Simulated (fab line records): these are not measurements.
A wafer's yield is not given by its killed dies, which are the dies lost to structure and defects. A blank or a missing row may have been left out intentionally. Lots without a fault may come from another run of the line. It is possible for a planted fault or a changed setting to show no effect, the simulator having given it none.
fab line records	flow sky130
record lots=10	wafers=30	lastDay=50
route steps=708 shown SD_P@327 METAL5@663 PAD_OPEN@708
lots that met no fault: from a run of the same line without faults
startH: hours from the record's opening day to when the first of the lot's shown wafers began	waitH: hours from the lot's prior step to this one	" as in the row above	L1.1+2: a row that stands for several wafers	- either no value or no given start	* or withheld: withheld	< > ~ a bound
route shown NAME@n: NAME is a module with steps in the file, n the number in the route of the first one	usual: mean/standard deviation of fault-free wafers	same: alike in all rows	chamber/n: place in a boat	sites: the reading at each site	_std_site: their standard deviation	_edge_site: outer sites' mean less inner sites'	radiusMm: how far each site lies from the wafer's centre	mask NAME#n: copy n	behind: tool/chamber where the wafer was last shaped	hold: why the lot went on hold/how many hours it stayed there/how the hold came to an end	device: which transistor (n, p or np) failed to switch	end of line: the same wafers' tests at the end of the route	step lacking rows: just its recipe	killed: count of dies lost to structure and defects at first sort (not the wafer's yield)	map: the dies of a wafer, with x for killed, . for not killed, _ for no die there
set.NAME: the setting the step ran with; set.NAME@STEP: the setting that earlier step ran with	model.NAME: the simulator's own value behind a step, which no gauge read
steps of the route over a sample of lots; a table a step, a row a wafer
services: the hour from which a tool's chamber was out of use, counted from the record's first day as startH (under 0 if before that day), plus the number of hours and why
## steps
# step SKY_SD_P_CD_MEAS_07
# recipe targetCdNm=380
# usual cdNm=381/3.2
lot.wafer	tool	chamber	startH	waitH	cdNm
L898.3	cdSem-01	-	594.19	0.1	379
L898.5	"	-	"	"	379
L898.6	"	-	"	"	379
L904.1	cdSem-01	-	649.61	0.1	384
L904.2	"	-	"	"	382
L904.5	"	-	"	"	382
L906.1	cdSem-02	-	672.51	0.1	382
L906.4	"	-	"	"	381
L906.5	"	-	"	"	378
L910.1	cdSem-01	-	689.37	0.1	380
L910.3	"	-	"	"	379
L910.5	"	-	"	"	378
L912.1	cdSem-01	-	727.77	0.1	381
L912.3	"	-	"	"	380
L912.6	"	-	"	"	382
L913.1	cdSem-02	-	732.95	0.1	378
L913.2	"	-	"	"	376
L913.3	"	-	"	"	377
L915.2	cdSem-01	-	740.82	0.1	378
L915.4	"	-	"	"	380
L915.6	"	-	"	"	380
L917.1	cdSem-01	-	746.91	0.1	385
L917.2	"	-	"	"	386
L917.4	"	-	"	"	387
L918.2	cdSem-01	-	760.49	0.1	380
L918.3	"	-	"	"	380
L918.6	"	-	"	"	379
L920.2	cdSem-02	-	772.23	0.1	383
L920.3	"	-	"	"	385
L920.6	"	-	"	"	382
# step SKY_SD_P_OVL_MEAS_08
# usual SD_P_OVL=-0.3/1.3
lot.wafer	tool	chamber	startH	waitH	SD_P_OVL[nm]
L898.3	overlay-02	-	594.29	0.1	0.7
L898.5	"	-	"	"	-0.4
L898.6	"	-	"	"	-1.4
L904.1	overlay-01	-	649.73	0.1	2.1
L904.2	"	-	"	"	3.4
L904.5	"	-	"	"	-1.0
L906.1	overlay-02	-	672.63	0.1	-0.2
L906.4	"	-	"	"	-0.1
L906.5	"	-	"	"	0.7
L910.1	overlay-02	-	689.49	0.1	0.6
L910.3	"	-	"	"	0.3
L910.5	"	-	"	"	1.8
L912.1	overlay-01	-	727.89	0.1	0.0
L912.3	"	-	"	"	1.1
L912.6	"	-	"	"	-0.1
L913.1	overlay-02	-	733.07	0.1	-1.4
L913.2	"	-	"	"	-0.4
L913.3	"	-	"	"	-0.9
L915.2	overlay-02	-	740.93	0.1	-1.8
L915.4	"	-	"	"	-0.2
L915.6	"	-	"	"	-0.8
L917.1	overlay-01	-	747.03	0.1	0.2
L917.2	"	-	"	"	-0.7
L917.4	"	-	"	"	0.9
L918.2	overlay-01	-	760.59	0.1	-0.3
L918.3	"	-	"	"	1.0
L918.6	"	-	"	"	-0.9
L920.2	overlay-01	-	772.34	0.1	-1.0
L920.3	"	-	"	"	-4.5
L920.6	"	-	"	"	-2.4
# step SKY_SD_P_STRIP_10
# recipe chemistry=O2/N2	powerW=1400	pressureMtorr=1500	platenTempC=withheld	o2FlowSccm=3000	n2FlowSccm=300	overashFraction=0.5
# usual drypumpMotorCurrentA=5.78/0.21	oesProductAu=0.618/0.0045	stripTimeToEndpointS=17.51/0.038
lot.wafer	tool	chamber	startH	waitH	drypumpMotorCurrentA	oesProductAu	rfHoursCounterH	stripTimeToEndpointS
L898.3	plasmaAsher-03	1	594.49	0.1	5.95	0.619	-	17.54
L898.5	"	0	"	"	5.84	0.619	-	17.51
L898.6	"	1	"	"	5.97	0.626	-	17.52
L904.1	plasmaAsher-03	1	649.92	0.1	5.94	0.611	22	17.50
L904.2	"	0	"	"	5.84	0.615	22	17.50
L904.5	"	0	"	"	5.83	0.618	-	17.52
L906.1	plasmaAsher-04	0	672.82	0.1	5.75	0.625	98	17.51
L906.4	"	1	"	"	5.93	0.620	-	17.54
L906.5	"	1	"	"	5.87	0.622	-	17.51
L910.1	plasmaAsher-03	1	689.67	0.1	5.98	0.622	26	17.48
L910.3	"	0	"	"	5.82	0.615	-	17.50
L910.5	"	1	"	"	5.96	0.618	-	17.44
L912.1	plasmaAsher-03	0	728.07	0.1	5.84	0.619	29	17.48
L912.3	"	0	"	"	5.84	0.616	-	17.47
L912.6	"	1	"	"	5.97	0.615	-	17.51
L913.1	plasmaAsher-01	0	733.26	0.1	5.28	0.609	95	17.53
L913.2	"	1	"	"	5.77	0.620	95	17.57
L913.3	"	1	"	"	5.72	0.615	-	17.56
L915.2	plasmaAsher-03	0	741.11	0.1	5.85	0.620	31	17.48
L915.4	"	0	"	"	5.84	0.618	-	17.48
L915.6	"	1	"	"	5.94	0.616	-	17.47
L917.1	plasmaAsher-01	1	747.22	0.1	5.76	0.619	97	17.47
L917.2	"	0	"	"	5.25	0.611	97	17.49
L917.4	"	1	"	"	5.76	0.621	-	17.50
L918.2	plasmaAsher-01	0	760.77	0.1	5.27	0.621	98	17.54
L918.3	"	0	"	"	5.24	0.622	-	17.54
L918.6	"	1	"	"	5.73	0.615	-	17.54
L920.2	plasmaAsher-04	0	772.52	0.1	5.80	0.620	3	17.55
L920.3	"	1	"	"	5.89	0.614	-	17.50
L920.6	"	0	"	"	5.77	0.613	-	17.48
# step SKY_METAL5_SPUTTER_02
# recipe material=AlCu	targetThkNm=1150	powerW=10600	timeS=61.2	chamberPressurePa=0.4
# usual cathodeDcPowerW=10600/1.9	throttleValvePct=29.2/0.85
lot.wafer	tool	chamber	startH	waitH	cathodeDcPowerW	throttleValvePct
L898.3	pvdSputter-03	-	1010.90	0.0	10599	31.0
L898.5	"	-	"	"	10603	30.1
L898.6	"	-	"	"	10602	30.8
L904.1	pvdSputter-03	-	1054.18	0.0	10604	31.0
L904.2	"	-	"	"	10599	28.6
L904.5	"	-	"	"	10602	28.8
L906.1	pvdSputter-03	-	1067.74	0.0	10602	28.4
L906.4	"	-	"	"	10599	31.0
L906.5	"	-	"	"	10597	30.2
L910.1	pvdSputter-03	-	1083.87	0.0	10601	29.9
L910.3	"	-	"	"	10599	31.0
L910.5	"	-	"	"	10603	29.7
L912.1	pvdSputter-03	-	1109.52	0.0	10600	30.6
L912.3	"	-	"	"	10603	28.5
L912.6	"	-	"	"	10598	30.2
L913.1	pvdSputter-03	-	1116.18	0.0	10599	29.8
L913.2	"	-	"	"	10599	29.7
L913.3	"	-	"	"	10600	28.7
L915.2	pvdSputter-03	-	1123.53	0.0	10602	30.0
L915.4	"	-	"	"	10599	30.2
L915.6	"	-	"	"	10601	29.5
L917.1	pvdSputter-04	-	1128.75	0.0	10601	29.1
L917.2	"	-	"	"	10601	29.9
L917.4	"	-	"	"	10600	27.9
L918.2	pvdSputter-04	-	1133.99	0.0	10598	29.1
L918.3	"	-	"	"	10599	27.7
L918.6	"	-	"	"	10598	28.0
L920.2	pvdSputter-04	-	1144.02	0.0	10602	28.0
L920.3	"	-	"	"	10604	28.8
L920.6	"	-	"	"	10600	28.9
# step SKY_METAL5_RS_MEAS_05
# recipe thkMeasGauge=four-point-probe	reads=TiN_of_METAL5_SPUTTER_04+Ti_of_METAL5_SPUTTER_03+AlCu_of_METAL5_SPUTTER_02+TiN_of_METAL5_SPUTTER_01+Ti_of_METAL5_SPUTTER_00
# usual METAL5_ALCU_RS=0.02701/0.00024
lot.wafer	tool	chamber	startH	waitH	METAL5_ALCU_RS[ohm/sq]
L898.3	filmMetro-04	-	1011.05	0.1	0.02692
L898.5	"	-	"	"	0.02696
L898.6	"	-	"	"	0.02698
L904.1	filmMetro-04	-	1054.30	0.0	0.02678
L904.2	"	-	"	"	0.02683
L904.5	"	-	"	"	0.02672
L906.1	filmMetro-03	-	1067.85	0.0	0.02701
L906.4	"	-	"	"	0.02701
L906.5	"	-	"	"	0.02695
L910.1	filmMetro-03	-	1083.98	0.0	0.0268
L910.3	"	-	"	"	0.02688
L910.5	"	-	"	"	0.02684
L912.1	filmMetro-02	-	1109.64	0.0	0.02678
L912.3	"	-	"	"	0.05844
L912.6	"	-	"	"	0.02702
L913.1	filmMetro-03	-	1116.30	0.0	0.02684
L913.2	"	-	"	"	0.0599
L913.3	"	-	"	"	0.05895
L915.2	filmMetro-03	-	1123.67	0.0	0.05855
L915.4	"	-	"	"	0.0583
L915.6	"	-	"	"	0.0271
L917.1	filmMetro-04	-	1128.87	0.0	0.02694
L917.2	"	-	"	"	0.02713
L917.4	"	-	"	"	0.02727
L918.2	filmMetro-03	-	1134.13	0.0	0.02694
L918.3	"	-	"	"	0.02715
L918.6	"	-	"	"	0.0272
L920.2	filmMetro-03	-	1144.16	0.0	0.02672
L920.3	"	-	"	"	0.02681
L920.6	"	-	"	"	0.02672
# step SKY_METAL5_THK_MEAS_06
# recipe thkMeasGauge=xrf	reads=AlCu_of_METAL5_SPUTTER_02
# usual METAL5_ALCU_THK=1154/11
lot.wafer	tool	chamber	startH	waitH	METAL5_ALCU_THK[nm]
L898.3	filmMetro-04	-	1011.15	0.1	1150
L898.5	"	-	"	"	1157
L898.6	"	-	"	"	1152
L904.1	filmMetro-04	-	1054.42	0.1	1160
L904.2	"	-	"	"	1159
L904.5	"	-	"	"	1176
L906.1	filmMetro-03	-	1067.97	0.1	1138
L906.4	"	-	"	"	1141
L906.5	"	-	"	"	1144
L910.1	filmMetro-03	-	1084.10	0.1	1159
L910.3	"	-	"	"	1160
L910.5	"	-	"	"	1156
L912.1	filmMetro-02	-	1109.76	0.1	1161
L912.3	"	-	"	"	537
L912.6	"	-	"	"	1164
L913.1	filmMetro-03	-	1116.42	0.1	1169
L913.2	"	-	"	"	524
L913.3	"	-	"	"	533
L915.2	filmMetro-03	-	1123.78	0.1	537
L915.4	"	-	"	"	535
L915.6	"	-	"	"	1154
L917.1	filmMetro-04	-	1128.99	0.1	1152
L917.2	"	-	"	"	1149
L917.4	"	-	"	"	1142
L918.2	filmMetro-03	-	1134.24	0.1	1148
L918.3	"	-	"	"	1147
L918.6	"	-	"	"	1143
L920.2	filmMetro-03	-	1144.27	0.1	1161
L920.3	"	-	"	"	1153
L920.6	"	-	"	"	1154
# step SKY_METAL5_METAL_ETCH_15
# recipe targetDepthA=12600	stopOn=SiO2	overEtchFrac=0.2	timeS=252	chemistry=Cl2/BCl3	resistSidewallDeg=86	pressureMtorr=10	icpW=900	biasW=48.5	Cl2_flow_sccm=60	bcl3FlowSccm=30
# usual drypumpMotorCurrentA=5.5/0.39	heBacksideLeakSccm=3.25/0.18	oesProductAu=0.894/0.0048	throttleValvePct=22.264/0.0094
lot.wafer	tool	chamber	startH	waitH	drypumpMotorCurrentA	heBacksideLeakSccm	oesProductAu	rfHoursCounterH	throttleValvePct
L898.3	rieMetal-03	1	1033.38	0.1	4.9	2.91	0.900	-	22.267
L898.5	"	0	"	"	5.1	3.12	0.897	-	22.265
L898.6	"	1	"	"	5.0	2.98	0.897	-	22.262
L904.1	rieMetal-03	1	1076.04	0.0	5.0	2.98	0.896	22	22.255
L904.2	"	0	"	"	5.1	3.14	0.894	12	22.270
L904.5	"	1	"	"	5.0	3.21	0.902	-	22.237
L906.1	rieMetal-02	1	1088.79	0.0	6.0	3.31	0.894	22	22.260
L906.4	"	0	"	"	5.7	3.43	0.906	-	22.263
L906.5	"	1	"	"	6.0	3.02	0.891	-	22.247
L910.1	rieMetal-03	1	1104.10	0.0	5.0	3.14	0.895	24	22.259
L910.3	"	0	"	"	5.1	3.30	0.893	-	22.258
L910.5	"	1	"	"	5.0	3.08	0.901	-	22.262
L912.1	rieMetal-02	1	1128.31	0.0	6.0	3.14	0.890	25	22.263
L912.3	"	1	"	"	6.0	3.19	0.651	-	22.259
L912.6	"	1	"	"	6.0	3.16	0.892	-	22.262
L913.1	rieMetal-02	0	1136.34	0.0	5.7	3.63	0.895	4	22.260
L913.2	"	1	"	"	6.0	3.08	0.647	25	22.256
L913.3	"	1	"	"	6.0	3.30	0.652	-	22.265
L915.2	rieMetal-04	1	1142.40	0.0	5.7	3.16	0.660	13	22.253
L915.4	"	0	"	"	5.9	3.55	0.653	-	22.260
L915.6	"	1	"	"	5.7	3.18	0.890	-	22.275
L917.1	rieMetal-03	0	1147.74	0.1	5.1	3.10	0.901	17	22.260
L917.2	"	0	"	"	5.1	3.13	0.894	-	22.269
L917.4	"	0	"	"	5.1	3.25	0.890	-	22.257
L918.2	rieMetal-03	0	1151.85	0.1	5.1	3.19	0.899	-	22.260
L918.3	"	0	"	"	5.1	3.20	0.897	-	22.263
L918.6	"	0	"	"	5.1	3.15	0.896	-	22.267
L920.2	rieMetal-02	0	1162.29	0.0	5.7	3.52	0.897	7	22.259
L920.3	"	0	"	"	5.7	3.56	0.889	-	22.248
L920.6	"	1	"	"	6.0	3.46	0.886	-	22.256
# step SKY_PAD_OPEN_PROBE_99
# usual defectLimitedYield=81.9/1.9	killed_at_M0_to_M3=45/7.3	killed_at_M4_up=3.2/1.8	killedAtContacts=25/5.5	killedAtFrontEnd=15/4.2	killedAtOther=0.3/0.69	killedDies=89/9.4	killedOpen=49/6.6	killedShort=40/6.4	sort_bin_3_pad_short=0.9/0.43	sort_bin_5_function=10.7/1.5	sort_bin_6_memory=6.5/1.2	sortNPass=403/9.4	sortYieldPct=81.9/1.9
# same grossDies=492	killedAtBackSide=0	sort_bin_4_leakage[%]=0	sort_bin_8_speed[%]=0
lot.wafer	tool	chamber	startH	waitH	defectLimitedYield[%]	killed_at_M0_to_M3	killed_at_M4_up	killedAtContacts	killedAtFrontEnd	killedAtOther	killedDies	killedOpen	killedShort	sort_bin_3_pad_short[%]	sort_bin_5_function[%]	sort_bin_6_memory[%]	sortNPass	sortYieldPct[%]
L898.3	prober-01	-	1081.07	0.2	81.5	45	4	27	15	0	91	43	47	1.6	10.6	6.3	401	81.5
L898.5	prober-01	-	1081.17	0.2	77.6	60	3	29	18	0	110	58	51	1.2	13.4	7.7	382	77.6
L898.6	prober-01	-	1081.22	0.2	82.3	39	2	25	21	0	87	45	41	1.0	11.6	5.1	405	82.3
L904.1	prober-01	-	1120.16	0.1	81.3	49	3	19	20	1	92	50	40	0.8	12.4	5.5	400	81.3
L904.2	prober-01	-	1120.21	0.1	82.5	50	3	15	17	1	86	48	38	1.0	11.0	5.5	406	82.5
L904.5	prober-01	-	1120.36	0.2	82.1	42	5	27	14	0	88	42	45	0.8	11.0	6.1	404	82.1
L906.1	prober-01	-	1130.56	0.1	81.7	51	6	20	13	0	90	47	43	0.8	11.2	6.3	402	81.7
L906.4	prober-01	-	1130.71	0.2	83.9	44	2	18	15	0	79	49	30	0.6	9.1	6.3	413	83.9
L906.5	prober-01	-	1130.76	0.2	82.1	46	5	19	18	0	88	50	38	0.2	10.6	7.1	404	82.1
L910.1	prober-01	-	1145.84	0.1	81.9	53	2	21	13	0	89	47	41	0.8	10.2	7.1	403	81.9
L910.3	prober-01	-	1145.94	0.2	79.5	47	3	31	20	0	101	48	53	0.6	12.6	7.3	391	79.5
L910.5	prober-01	-	1146.04	0.2	81.5	51	4	20	16	0	91	57	34	0.6	12.2	5.7	401	81.5
L912.1	prober-01	-	1167.76	0.1	83.1	45	4	19	15	0	83	43	40	0.4	11.2	5.3	409	83.1
L912.3	prober-01	-	1167.86	0.2	83.9	40	3	22	13	1	79	40	38	1.4	9.1	5.5	413	83.9
L912.6	prober-01	-	1168.01	0.2	85.6	33	3	20	15	0	71	39	32	0.6	9.1	4.7	421	85.6
L913.1	prober-02	-	1173.48	0.1	82.5	41	3	24	18	0	86	42	44	0.4	9.8	7.3	406	82.5
L913.2	prober-02	-	1173.53	0.1	84.6	41	4	18	13	0	76	45	31	0.2	9.1	6.1	416	84.6
L913.3	prober-02	-	1173.58	0.2	84.6	32	1	27	16	0	76	52	24	0.8	10.0	4.7	416	84.6
L915.2	prober-02	-	1180.16	0.1	82.1	42	0	30	15	1	88	50	38	0.8	10.2	6.9	404	82.1
L915.4	prober-02	-	1180.26	0.2	80.7	57	3	19	16	0	95	48	47	0.8	13.4	5.1	397	80.7
L915.6	prober-02	-	1180.36	0.2	80.5	49	3	33	11	0	96	55	41	0.4	11.2	7.9	396	80.5
L917.1	prober-02	-	1184.69	0.1	83.3	38	2	22	20	0	82	45	37	1.6	9.6	5.5	410	83.3
L917.2	prober-02	-	1184.74	0.1	81.1	48	1	32	12	0	93	52	41	1.6	10.8	6.5	399	81.1
L917.4	prober-02	-	1184.84	0.2	81.3	55	1	28	8	0	92	55	37	0.6	11.4	6.7	400	81.3
L918.2	prober-01	-	1189.63	0.1	83.7	28	2	31	19	0	80	49	30	1.0	11.2	4.1	412	83.7
L918.3	prober-01	-	1189.68	0.2	84.6	39	2	18	16	1	76	50	24	1.0	8.1	6.3	416	84.6
L918.6	prober-01	-	1189.83	0.2	84.3	44	3	22	8	0	77	45	32	0.6	9.8	5.3	415	84.3
L920.2	prober-01	-	1198.56	0.1	81.1	44	1	27	20	1	93	56	37	0.8	12.6	5.5	399	81.1
L920.3	prober-01	-	1198.61	0.2	80.3	50	5	21	21	0	97	50	47	0.2	12.0	7.5	395	80.3
L920.6	prober-01	-	1198.76	0.2	81.5	46	2	26	17	0	91	52	39	0.6	9.3	8.5	401	81.5
# killed by level:class
L898.3 METAL1:geometricParticle:short=10 VIA1:geometricParticle:open=10 CONTACT:geometricParticle:open=9 VIA2:geometricParticle:short=7 LI_CONTACT:geometricParticle:open=5 CONTACT:geometricParticle:short=5 POLY_GATE:geometricParticle:open=4 LI_CONTACT:geometricParticle:short=4
L898.5 VIA1:geometricParticle:open=14 LI_CONTACT:geometricParticle:open=9 CONTACT:geometricParticle:open=8 METAL3:geometricParticle:short=8 FIELD_ISO:geometricParticle:open=7 METAL2:geometricParticle:short=7 CONTACT:geometricParticle:short=6 VIA1:geometricParticle:short=6
L898.6 CONTACT:geometricParticle:open=12 VIA1:geometricParticle:open=12 FIELD_ISO:geometricParticle:open=7 POLY_GATE:geometricParticle:short=7 LI_CONTACT:geometricParticle:open=5 METAL2:geometricParticle:short=5 LI_CONTACT:geometricParticle:short=4 METAL1:geometricParticle:short=4
L904.1 VIA1:geometricParticle:open=10 METAL1:geometricParticle:short=9 CONTACT:geometricParticle:short=7 VIA3:geometricParticle:open=7 VIA2:geometricParticle:open=7 FIELD_ISO:geometricParticle:open=5 LI_CONTACT:geometricParticle:open=5 POLY_GATE:geometricParticle:open=5
L904.2 VIA1:geometricParticle:open=11 VIA2:geometricParticle:open=9 VIA3:geometricParticle:open=8 METAL1:geometricParticle:short=7 CONTACT:geometricParticle:open=6 FIELD_ISO:geometricParticle:short=5 FIELD_ISO:geometricParticle:open=4 LI_CONTACT:geometricParticle:short=4
L904.5 CONTACT:geometricParticle:open=13 VIA1:geometricParticle:open=8 FIELD_ISO:geometricParticle:short=6 VIA1:geometricParticle:short=6 LI_CONTACT:geometricParticle:open=5 METAL1:geometricParticle:short=5 METAL2:geometricParticle:short=5 VIA2:geometricParticle:open=5
L906.1 VIA1:geometricParticle:open=10 VIA1:geometricParticle:short=9 VIA3:geometricParticle:open=8 CONTACT:geometricParticle:open=8 METAL2:geometricParticle:short=7 LI_CONTACT:geometricParticle:open=6 METAL4:geometricParticle:short=6 FIELD_ISO:geometricParticle:open=5
L906.4 VIA2:geometricParticle:open=14 VIA1:geometricParticle:open=8 CONTACT:geometricParticle:open=7 VIA2:geometricParticle:short=6 VIA3:geometricParticle:open=6 LI_CONTACT:geometricParticle:open=5 FIELD_ISO:geometricParticle:open=3 FIELD_ISO:geometricParticle:short=3
L906.5 VIA1:geometricParticle:open=10 CONTACT:geometricParticle:open=10 VIA2:geometricParticle:open=10 FIELD_ISO:geometricParticle:short=7 VIA3:geometricParticle:open=6 METAL2:geometricParticle:short=5 METAL1:geometricParticle:short=5 METAL4:geometricParticle:short=5
L910.1 VIA2:geometricParticle:open=11 LI_CONTACT:geometricParticle:open=8 VIA1:geometricParticle:open=8 METAL1:geometricParticle:short=7 CONTACT:geometricParticle:open=6 VIA3:geometricParticle:open=6 METAL2:geometricParticle:short=6 POLY_GATE:geometricParticle:short=5
L910.3 VIA1:geometricParticle:open=10 CONTACT:geometricParticle:open=9 VIA3:geometricParticle:open=9 METAL1:geometricParticle:short=7 FIELD_ISO:geometricParticle:short=6 LOCAL_INTERCONNECT:geometricParticle:short=6 CONTACT:geometricParticle:short=5 POLY_GATE:geometricParticle:short=5
L910.5 VIA1:geometricParticle:open=11 CONTACT:geometricParticle:open=8 METAL2:geometricParticle:short=8 VIA2:geometricParticle:open=8 VIA3:geometricParticle:open=8 LI_CONTACT:geometricParticle:open=6 POLY_GATE:geometricParticle:open=5 METAL1:geometricParticle:open=4
L912.1 VIA1:geometricParticle:open=9 METAL2:geometricParticle:short=8 LI_CONTACT:geometricParticle:open=7 VIA3:geometricParticle:open=7 CONTACT:geometricParticle:open=6 METAL1:geometricParticle:short=6 VIA2:geometricParticle:open=6 VIA1:geometricParticle:short=5
L912.3 LI_CONTACT:geometricParticle:open=9 METAL2:geometricParticle:short=8 VIA1:geometricParticle:open=7 VIA2:geometricParticle:open=7 CONTACT:geometricParticle:open=5 FIELD_ISO:geometricParticle:open=4 FIELD_ISO:geometricParticle:short=4 VIA3:geometricParticle:short=4
L912.6 CONTACT:geometricParticle:open=8 VIA1:geometricParticle:open=6 METAL2:geometricParticle:short=6 VIA3:geometricParticle:open=6 METAL3:geometricParticle:short=5 FIELD_ISO:geometricParticle:open=4 POLY_GATE:geometricParticle:open=4 LI_CONTACT:geometricParticle:short=4
L913.1 VIA1:geometricParticle:open=9 METAL2:geometricParticle:short=8 CONTACT:geometricParticle:short=7 LI_CONTACT:geometricParticle:open=6 CONTACT:geometricParticle:open=6 POLY_GATE:geometricParticle:short=5 VIA3:geometricParticle:open=5 VIA3:geometricParticle:short=5
L913.2 VIA1:geometricParticle:open=11 VIA3:geometricParticle:open=9 LI_CONTACT:geometricParticle:open=5 POLY_GATE:geometricParticle:short=4 CONTACT:geometricParticle:short=4 METAL2:geometricParticle:short=4 VIA2:geometricParticle:open=4 METAL4:geometricParticle:short=4
L913.3 CONTACT:geometricParticle:open=13 LI_CONTACT:geometricParticle:open=8 POLY_GATE:geometricParticle:open=7 VIA1:geometricParticle:open=7 VIA2:geometricParticle:open=6 VIA3:geometricParticle:open=5 VIA1:geometricParticle:short=4 POLY_GATE:geometricParticle:short=3
L915.2 CONTACT:geometricParticle:open=10 VIA1:geometricParticle:open=9 LI_CONTACT:geometricParticle:open=8 VIA2:geometricParticle:open=8 CONTACT:geometricParticle:short=6 METAL1:geometricParticle:short=6 FIELD_ISO:geometricParticle:short=5 SPACER:geometricParticle:short=4
L915.4 VIA2:geometricParticle:open=9 VIA1:geometricParticle:open=9 VIA3:geometricParticle:open=9 FIELD_ISO:geometricParticle:short=8 CONTACT:geometricParticle:open=7 METAL2:geometricParticle:short=6 METAL1:geometricParticle:short=5 VIA2:geometricParticle:short=5
L915.6 VIA1:geometricParticle:open=14 CONTACT:geometricParticle:open=11 VIA3:geometricParticle:open=10 CONTACT:geometricParticle:short=8 VIA1:geometricParticle:short=7 LI_CONTACT:geometricParticle:open=7 FIELD_ISO:geometricParticle:open=5 METAL2:geometricParticle:short=4
L917.1 CONTACT:geometricParticle:open=8 LI_CONTACT:geometricParticle:open=7 VIA3:geometricParticle:open=7 FIELD_ISO:geometricParticle:short=6 VIA1:geometricParticle:open=6 METAL2:geometricParticle:short=5 VIA1:geometricParticle:short=5 VIA2:geometricParticle:open=5
L917.2 VIA1:geometricParticle:open=13 CONTACT:geometricParticle:open=13 LI_CONTACT:geometricParticle:open=8 METAL2:geometricParticle:short=7 VIA3:geometricParticle:short=6 CONTACT:geometricParticle:short=5 METAL1:geometricParticle:short=5 LOCAL_INTERCONNECT:geometricParticle:short=4
L917.4 VIA1:geometricParticle:open=11 CONTACT:geometricParticle:open=10 VIA3:geometricParticle:open=9 CONTACT:geometricParticle:short=9 METAL2:geometricParticle:short=8 LI_CONTACT:geometricParticle:open=6 VIA3:geometricParticle:short=5 METAL1:geometricParticle:open=5
L918.2 CONTACT:geometricParticle:open=11 VIA2:geometricParticle:open=8 LI_CONTACT:geometricParticle:open=7 LOCAL_INTERCONNECT:geometricParticle:short=7 VIA3:geometricParticle:open=6 FIELD_ISO:geometricParticle:short=5 POLY_GATE:geometricParticle:open=5 CONTACT:geometricParticle:short=4
L918.3 VIA1:geometricParticle:open=11 FIELD_ISO:geometricParticle:open=8 CONTACT:geometricParticle:open=7 METAL1:geometricParticle:short=6 VIA3:geometricParticle:open=6 LI_CONTACT:geometricParticle:open=5 VIA2:geometricParticle:open=5 LOCAL_INTERCONNECT:geometricParticle:short=3
L918.6 VIA3:geometricParticle:open=12 VIA1:geometricParticle:open=8 LI_CONTACT:geometricParticle:open=7 VIA1:geometricParticle:short=7 METAL1:geometricParticle:short=5 METAL2:geometricParticle:short=5 FIELD_ISO:geometricParticle:open=4 CONTACT:geometricParticle:short=4
L920.2 LI_CONTACT:geometricParticle:open=11 VIA1:geometricParticle:short=8 CONTACT:geometricParticle:open=8 VIA1:geometricParticle:open=7 VIA3:geometricParticle:open=6 FIELD_ISO:geometricParticle:short=5 POLY_GATE:geometricParticle:open=5 METAL2:geometricParticle:short=4
L920.3 VIA1:geometricParticle:open=10 LI_CONTACT:geometricParticle:open=8 METAL2:geometricParticle:short=8 CONTACT:geometricParticle:open=7 VIA1:geometricParticle:short=7 VIA2:geometricParticle:open=6 VIA3:geometricParticle:open=5 FIELD_ISO:geometricParticle:open=4
L920.6 CONTACT:geometricParticle:open=12 VIA2:geometricParticle:open=8 METAL3:geometricParticle:short=7 LI_CONTACT:geometricParticle:open=7 VIA3:geometricParticle:open=7 VIA1:geometricParticle:open=7 POLY_GATE:geometricParticle:open=5 METAL2:geometricParticle:short=4
## services
tool	chamber	startH	hours	kind
pvdSputter-03	-	583.60	13.4	repair
rieMetal-02	1	586.25	5.5	repair
rieMetal-02	-	591.20	1.3	repair
plasmaAsher-01	-	599.68	2.8	pm
pvdSputter-03	-	629.73	1.6	repair
rieMetal-03	0	630.86	18.8	repair
pvdSputter-03	-	666.45	0.9	repair
pvdSputter-04	-	672.37	7.4	repair
rieMetal-02	-	681.95	0.7	repair
plasmaAsher-01	-	728.96	0.9	repair
pvdSputter-03	-	768.61	11.9	repair
plasmaAsher-03	-	802.61	2.8	pm
rieMetal-02	-	817.24	1.4	pm
rieMetal-03	-	857.08	2.8	pm
plasmaAsher-03	-	896.65	0.3	repair
pvdSputter-03	-	898.70	2.3	repair
pvdSputter-04	-	909.05	1.5	repair
rieMetal-02	-	918.99	2.8	pm
plasmaAsher-03	-	919.08	3.2	repair
rieMetal-03	1	938.62	5.7	repair
rieMetal-03	-	986.30	15.6	pm
plasmaAsher-03	-	1009.32	9.9	repair
plasmaAsher-03	-	1021.09	0.5	repair
rieMetal-02	1	1143.70	8.6	repair
## key
firstSign step=SKY_METAL5_RS_MEAS_05	reading=METAL5_ALCU_RS	direction=up	sigmas=99+	usual=0.02701	struck=0.05883
effect step=SKY_METAL5_THK_MEAS_06	reading=METAL5_ALCU_THK	direction=down	sigmas=58	usual=1154	struck=533
effect step=SKY_METAL5_METAL_ETCH_15	reading=oesProductAu	direction=down	sigmas=50	usual=0.894	struck=0.653
metAt SKY_METAL5_SPUTTER_02
struckLots L912,L913,L915
struckWafers L912.3,L913.2,L913.3,L915.2,L915.4
notActingAt SKY_SD_P_CD_MEAS_07,SKY_SD_P_OVL_MEAS_08,SKY_SD_P_STRIP_10
onsetBetween 1083.87 1109.52
fault kind=processParameterDrift	tool=pvdSputter-03	chamber=-	onsetH=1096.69	steps=SKY_METAL5_SPUTTER_02	channel=targetThkNm	offset=-622.78	shape=step	endH=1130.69	scope=struckWafersOnly	actsIn=theseRecipesOnly	stated=1150
